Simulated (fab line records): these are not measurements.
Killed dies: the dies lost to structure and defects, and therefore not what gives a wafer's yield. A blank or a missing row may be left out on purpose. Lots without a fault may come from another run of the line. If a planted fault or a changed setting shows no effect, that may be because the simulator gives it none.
Which tool did it? | flow gf180mcu | Sampling: 24 lots, 72 wafers, 6 of 602 route steps

## WHAT EACH GAUGE READ, for each wafer
GF_M1_CD_MEAS_14 targets a cd of 230 nm. Usual: cd_nm at 230.2 nm, with a standard deviation of 1.5.
lot  | measured     | on        | cd_nm (nm)        | flag
L074 | day 17 08:32 | cd_sem-01 | 228.8 228.2 228.2 |
L075 | day 17 15:58 | cd_sem-02 | 228.5 229.8 228.1 |
L076 | day 18 05:47 | cd_sem-01 | 230.9 231.2 230.5 |
L077 | day 18 06:07 | cd_sem-02 | 231.2 230.8 231.4 |
L078 | day 18 16:31 | cd_sem-02 | 229.2 230.0 230.8 |
L079 | day 19 04:58 | cd_sem-01 | 226.6 227.9 228.6 |
L080 | day 19 09:56 | cd_sem-02 | 230.2 231.0 231.4 |
L081 | day 19 22:35 | cd_sem-02 | 231.0 231.3 231.5 |
L082 | day 20 05:07 | cd_sem-01 | 229.9 229.7 231.2 |
L083 | day 20 09:32 | cd_sem-02 | 230.1 230.5 231.1 |
L084 | day 20 17:47 | cd_sem-02 | 231.4 231.8 230.2 |
L085 | day 21 02:56 | cd_sem-02 | 230.5 231.3 230.6 |
L086 | day 21 15:40 | cd_sem-02 | 231.0 229.7 230.3 |
L087 | day 22 00:47 | cd_sem-02 | 230.7 231.9 232.1 |
L088 | day 22 09:00 | cd_sem-02 | 230.3 229.4 229.5 |
L089 | day 22 16:44 | cd_sem-02 | 231.5 229.8 230.9 |
L090 | day 23 06:54 | cd_sem-01 | 226.7 228.2 226.9 |
L091 | day 23 09:28 | cd_sem-01 | 229.3 229.6 230.2 |
L092 | day 23 13:49 | cd_sem-01 | 230.8 231.1 231.7 |
L093 | day 23 22:07 | cd_sem-01 | 230.0 229.0 229.2 |
L094 | day 24 07:39 | cd_sem-01 | 232.5 232.1 232.2 |
L095 | day 24 14:59 | cd_sem-01 | 227.9 228.7 227.7 |
L096 | day 24 16:32 | cd_sem-02 | 229.1 228.2 229.1 |
L097 | day 24 22:46 | cd_sem-01 | 233.1 232.9 231.9 |

GF_V3_THK_MEAS_03. Usual: V3_CVD_02_THK gives 850 nm (standard deviation 11).
lot  | measured     | on            | V3_CVD_02_THK (nm) | flag
L074 | day 21 16:10 | film_metro-02 | 844 854 856        |
L075 | day 21 23:02 | film_metro-03 | 846 856 871        |
L076 | day 22 11:38 | film_metro-03 | 841 835 843        |
L077 | day 22 12:56 | film_metro-04 | 829 830 845        |
L078 | day 22 21:52 | film_metro-02 | 852 852 867        |
L079 | day 23 12:17 | film_metro-04 | 827 851 845        |
L080 | day 23 15:30 | film_metro-03 | 839 864 864        |
L081 | day 24 06:38 | film_metro-04 | 851 841 845        |
L082 | day 24 08:43 | film_metro-03 | 856 829 854        |
L083 | day 24 12:44 | film_metro-04 | 842 845 859        |
L084 | day 24 19:02 | film_metro-02 | 831 826 848        |
L085 | day 25 07:13 | film_metro-04 | 842 850 846        |
L086 | day 25 15:19 | film_metro-02 | 858 863 872        |
L087 | day 26 05:20 | film_metro-03 | 856 850 849        |
L088 | day 26 08:47 | film_metro-03 | 846 849 858        |
L089 | day 26 14:29 | film_metro-03 | 840 866 865        |
L090 | day 27 02:55 | film_metro-04 | 844 851 857        |
L091 | day 27 06:04 | film_metro-04 | 855 860 866        |
L092 | day 27 09:40 | film_metro-04 | 840 857 853        |
L093 | day 27 17:21 | film_metro-04 | 859 854 858        |
L094 | day 28 02:16 | film_metro-02 | 854 852 856        |
L095 | day 28 09:49 | film_metro-02 | 855 854 851        |
L096 | day 28 11:14 | film_metro-02 | 840 843 846        |
L097 | day 28 15:55 | film_metro-02 | 850 855 866        |

GF_V4_OVL_MEAS_15. Usual: V4_OVL gives -2 nm (standard deviation 4.8).
lot  | measured     | on         | V4_OVL (nm) | flag
L074 | day 24 14:22 | overlay-01 | 4 -3 1      |
L075 | day 24 23:05 | overlay-02 | 5 6 7       |
L076 | day 25 10:44 | overlay-02 | -4 -7 1     |
L077 | day 25 12:52 | overlay-01 | -8 -11 -3   |
L078 | day 25 19:04 | overlay-02 | -5 -7 3     |
L079 | day 26 08:16 | overlay-01 | 1 -8 -9     |
L080 | day 26 12:00 | overlay-02 | 3 -2 -2     |
L081 | day 27 00:18 | overlay-01 | -7 3 -10    |
L082 | day 27 04:13 | overlay-02 | 1 -2 -3     |
L083 | day 27 07:40 | overlay-01 | -1 2 -3     |
L084 | day 27 13:09 | overlay-01 | -2 1 2      |
L085 | day 28 00:24 | overlay-02 | -7 -7 -9    |
L086 | day 28 07:55 | overlay-02 | -9 -3 -7    |
L087 | day 28 19:51 | overlay-02 | 2 5 -2      |
L088 | day 28 23:53 | overlay-01 | 4 -1 2      |
L089 | day 29 06:08 | overlay-02 | -1 -9 3     |
L090 | day 29 16:18 | overlay-02 | -3 -9 -2    |
L091 | day 29 19:40 | overlay-02 | -6 -9 -11   |
L092 | day 29 23:40 | overlay-02 | 7 10 2      |
L093 | day 30 07:04 | overlay-02 | -8 -5 -2    |
L094 | day 30 16:01 | overlay-01 | 1 -1 -5     |
L095 | day 30 22:14 | overlay-02 | 6 4 2       |
L096 | day 30 23:45 | overlay-02 | 6 4 -2      |
L097 | day 31 03:43 | overlay-01 | 4 -1 -4     |

GF_MIM_RS_MEAS_10: a four-point-probe measurement. Usual: MIM_ALCU_RS gives 0.1602 ohm/sq (standard deviation 0.0017).
lot  | measured     | on            | MIM_ALCU_RS (ohm/sq) | flag
L074 | day 24 16:13 | film_metro-03 | 0.1588 0.1601 0.1604 |
L075 | day 25 00:55 | film_metro-01 | 0.1578 0.1564 0.1579 |
L076 | day 25 12:35 | film_metro-03 | 0.1599 0.1621 0.1614 |
L077 | day 25 14:44 | film_metro-01 | 0.1631 0.1635 0.1604 |
L078 | day 25 20:52 | film_metro-02 | 0.1596 0.1583 0.1604 |
L079 | day 26 10:08 | film_metro-03 | 0.1600 0.1599 0.1618 |
L080 | day 26 13:52 | film_metro-02 | 0.1600 0.1578 0.1590 |
L081 | day 27 02:07 | film_metro-02 | 0.1606 0.1599 0.1628 |
L082 | day 27 06:02 | film_metro-03 | 0.1592 0.1595 0.1593 |
L083 | day 27 09:29 | film_metro-02 | 0.1608 0.1610 0.1613 |
L084 | day 27 14:58 | film_metro-02 | 0.1597 0.1617 0.1596 |
L085 | day 28 02:13 | film_metro-01 | 0.1615 0.1603 0.1619 |
L086 | day 28 09:55 | film_metro-03 | 0.1624 0.1637 0.1616 |
L087 | day 28 21:41 | film_metro-01 | 0.1606 0.1604 0.1608 |
L088 | day 29 02:11 | film_metro-02 | 0.1623 0.1606 0.1619 |
L089 | day 29 07:58 | film_metro-01 | 0.1571 0.1567 0.1566 |
L090 | day 29 18:07 | film_metro-02 | 0.1586 0.1582 0.1588 |
L091 | day 29 21:32 | film_metro-02 | 0.1577 0.1585 0.1583 |
L092 | day 30 01:32 | film_metro-02 | 0.1583 0.1590 0.1586 |
L093 | day 30 08:56 | film_metro-03 | 0.1586 0.1584 0.1600 |
L094 | day 30 17:50 | film_metro-02 | 0.1594 0.1614 0.1606 |
L095 | day 31 00:08 | film_metro-03 | 0.1622 0.1619 0.1619 |
L096 | day 31 01:33 | film_metro-02 | 0.1627 0.1631 0.1611 |
L097 | day 31 05:35 | film_metro-01 | 0.1603 0.1600 0.1605 |

## WHICH TOOL RAN EACH LOT (tool, then ch and the chambers of the sampled wafers, then the start)
lot  | GF_M3_STRIP_17                       | GF_V4_CMP_26
L074 | plasma_asher-01 ch 0,1, day 21 15:27 | cmp-02 ch 1,3, day 24 15:26
L075 | plasma_asher-01 ch 0, day 21 21:57   | cmp-01 ch 1,2, day 25 00:11
L076 | plasma_asher-01 ch 0,1, day 22 10:54 | cmp-01 ch 1,2,3, day 25 11:52
L077 | plasma_asher-01 ch 0,1, day 22 11:38 | cmp-02 ch 2,3, day 25 14:02
L078 | plasma_asher-01 ch 0,1, day 22 21:00 | cmp-01 ch 0,3, day 25 20:08
L079 | plasma_asher-03 ch 0,1, day 23 11:17 | cmp-01 ch 0,2,3, day 26 09:29
L080 | plasma_asher-02 ch 0,1, day 23 14:24 | cmp-02 ch 1,2,3, day 26 13:14
L081 | plasma_asher-01 ch 0,1, day 24 05:54 | cmp-01 ch 0,1,3, day 27 01:23
L082 | plasma_asher-01 ch 0,1, day 24 07:58 | cmp-01 ch 0,2,3, day 27 05:20
L083 | plasma_asher-01 ch 0,1, day 24 12:00 | cmp-02 ch 0,2,3, day 27 08:47
L084 | plasma_asher-03 ch 0,1, day 24 18:16 | cmp-01 ch 1,2,3, day 27 14:17
L085 | plasma_asher-03 ch 0,1, day 25 06:27 | cmp-02 ch 0,2, day 28 01:29
L086 | plasma_asher-01 ch 0,1, day 25 14:33 | cmp-01 ch 0,1,3, day 28 09:13
L087 | plasma_asher-02 ch 0,1, day 26 04:34 | cmp-02 ch 0,1,2, day 28 20:59
L088 | plasma_asher-01 ch 0,1, day 26 08:03 | cmp-01 ch 0,2,3, day 29 01:36
L089 | plasma_asher-03 ch 0, day 26 13:45   | cmp-02 ch 1,2,3, day 29 07:16
L090 | plasma_asher-03 ch 0,1, day 27 02:09 | cmp-01 ch 1,2, day 29 17:25
L091 | plasma_asher-02 ch 0,1, day 27 05:20 | cmp-01 ch 0,1,3, day 29 20:47
L092 | plasma_asher-03 ch 0,1, day 27 08:56 | cmp-02 ch 1,2, day 30 00:47
L093 | plasma_asher-03 ch 0,1, day 27 16:37 | cmp-02 ch 0,1,3, day 30 08:16
L094 | plasma_asher-03 ch 0,1, day 28 01:31 | cmp-01 ch 0,1,2, day 30 17:05
L095 | plasma_asher-01 ch 0,1, day 28 09:05 | cmp-02 ch 2,3, day 30 23:25
L096 | plasma_asher-01 ch 0,1, day 28 10:22 | cmp-01 ch 1,2,3, day 31 00:53
L097 | plasma_asher-02 ch 0,1, day 28 14:50 | cmp-01 ch 2,3, day 31 04:50
- GF_M3_STRIP_17: strips in O2/N2.
- GF_V4_CMP_26: polishes, stops on SiO2, t overpolish 15 s, target thk 0 nm.

## WHAT THE TOOLS THEMSELVES READ (means of the sampled wafers that have a number; where no wafer has one, the mark that the record gives instead)
GF_M3_STRIP_17. Usual: drypump_motor_current_A 5.8 A, standard deviation 0.54; heater_power_w 337 W, standard deviation 26; oes_product_au 0.557 a.u., standard deviation 0.0055; strip_time_to_endpoint_s 7.87 s, standard deviation 0.04.
lot  | tool            | drypump_motor_current_A (A) | heater_power_w (W) | oes_product_au (a.u.) | strip_time_to_endpoint_s (s) | flag
L074 | plasma_asher-01 | 6.1                         | 326                | 0.553                 | 7.81                         |
L075 | plasma_asher-01 | 6.6                         | 334                | 0.559                 | 7.88                         |
L076 | plasma_asher-01 | 5.7                         | 326                | 0.555                 | 7.83                         |
L077 | plasma_asher-01 | 6.1                         | 333                | 0.560                 | 7.90                         |
L078 | plasma_asher-01 | 5.6                         | 329                | 0.557                 | 7.86                         |
L079 | plasma_asher-03 | 5.9                         | 380                | 0.553                 | 7.83                         |
L080 | plasma_asher-02 | 5.5                         | 313                | 0.560                 | 7.86                         |
L081 | plasma_asher-01 | 5.6                         | 325                | 0.556                 | 7.88                         |
L082 | plasma_asher-01 | 6.2                         | 324                | 0.549                 | 7.81                         |
L083 | plasma_asher-01 | 6.1                         | 325                | 0.560                 | 7.83                         |
L084 | plasma_asher-03 | 5.8                         | 355                | 0.560                 | 7.91                         |
L085 | plasma_asher-03 | 5.9                         | 374                | 0.553                 | 7.88                         |
L086 | plasma_asher-01 | 5.6                         | 327                | 0.552                 | 7.83                         |
L087 | plasma_asher-02 | 5.5                         | 305                | 0.556                 | 7.87                         |
L088 | plasma_asher-01 | 5.6                         | 329                | 0.553                 | 7.83                         |
L089 | plasma_asher-03 | 5.6                         | 345                | 0.561                 | 7.87                         |
L090 | plasma_asher-03 | 5.9                         | 372                | 0.560                 | 7.86                         |
L091 | plasma_asher-02 | 5.5                         | 311                | 0.554                 | 7.88                         |
L092 | plasma_asher-03 | 5.9                         | 371                | 0.560                 | 7.84                         |
L093 | plasma_asher-03 | 5.9                         | 376                | 0.558                 | 7.88                         |
L094 | plasma_asher-03 | 5.9                         | 367                | 0.556                 | 7.85                         |
L095 | plasma_asher-01 | 6.1                         | 326                | 0.558                 | 7.85                         |
L096 | plasma_asher-01 | 5.6                         | 331                | 0.559                 | 7.94                         |
L097 | plasma_asher-02 | 5.5                         | 309                | 0.565                 | 7.93                         |

GF_V4_CMP_26. Usual: motor_current_A 10.6 A, standard deviation 0.98; overpolish_run_s 14.999 s, standard deviation 0.0083; time_to_endpoint_s 85 s, standard deviation 3.
lot  | tool   | motor_current_A (A) | overpolish_run_s (s) | time_to_endpoint_s (s) | flag
L074 | cmp-02 | 12.2                | 14.994               | 85                     |
L075 | cmp-01 | 10.2                | 14.999               | 84                     |
L076 | cmp-01 | 10.3                | 14.997               | 83                     |
L077 | cmp-02 | 10.4                | 14.998               | 82                     |
L078 | cmp-01 | 10.4                | 14.994               | 81                     |
L079 | cmp-01 | 9.8                 | 15.007               | 84                     |
L080 | cmp-02 | 11.5                | 15.000               | 82                     |
L081 | cmp-01 | 10.4                | 15.005               | 86                     |
L082 | cmp-01 | 10.1                | 15.001               | 82                     |
L083 | cmp-02 | 10.6                | 14.997               | 83                     |
L084 | cmp-01 | 10.2                | 14.998               | 83                     |
L085 | cmp-02 | 11.0                | 14.998               | 87                     |
L086 | cmp-01 | 10.2                | 15.002               | 84                     |
L087 | cmp-02 | 11.4                | 14.996               | 87                     |
L088 | cmp-01 | 10.3                | 14.999               | 86                     |
L089 | cmp-02 | 11.4                | 15.001               | 83                     |
L090 | cmp-01 | 9.9                 | 15.000               | 82                     |
L091 | cmp-01 | 10.0                | 14.999               | 88                     |
L092 | cmp-02 | 11.2                | 15.000               | 84                     |
L093 | cmp-02 | 11.8                | 14.993               | 85                     |
L094 | cmp-01 | 10.0                | 15.001               | 89                     |
L095 | cmp-02 | 10.3                | 15.010               | 83                     |
L096 | cmp-01 | 10.5                | 14.998               | 87                     |
L097 | cmp-01 | 10.3                | 14.997               | 85                     |

## THE ANSWER, worked out from the rows above alone
Rule: a lot counts as off when the mean over its wafers that have a number is more than 3 standard deviations away from the usual mean. A lot without any number at a reading at which 4 lots or more have one is off too. All remaining lots with rows at the step are treated as sound. First the gauges in route order, then the tools' own readings, where a lot's mean is used as printed above. The first step at which some lot is off is used, and at that step the reading that is off furthest; a lot without a number counts as furthest.
Across all readings shown, no lot is off: no conclusion can be drawn from this.

## WHAT THE SIMULATOR PUT IN
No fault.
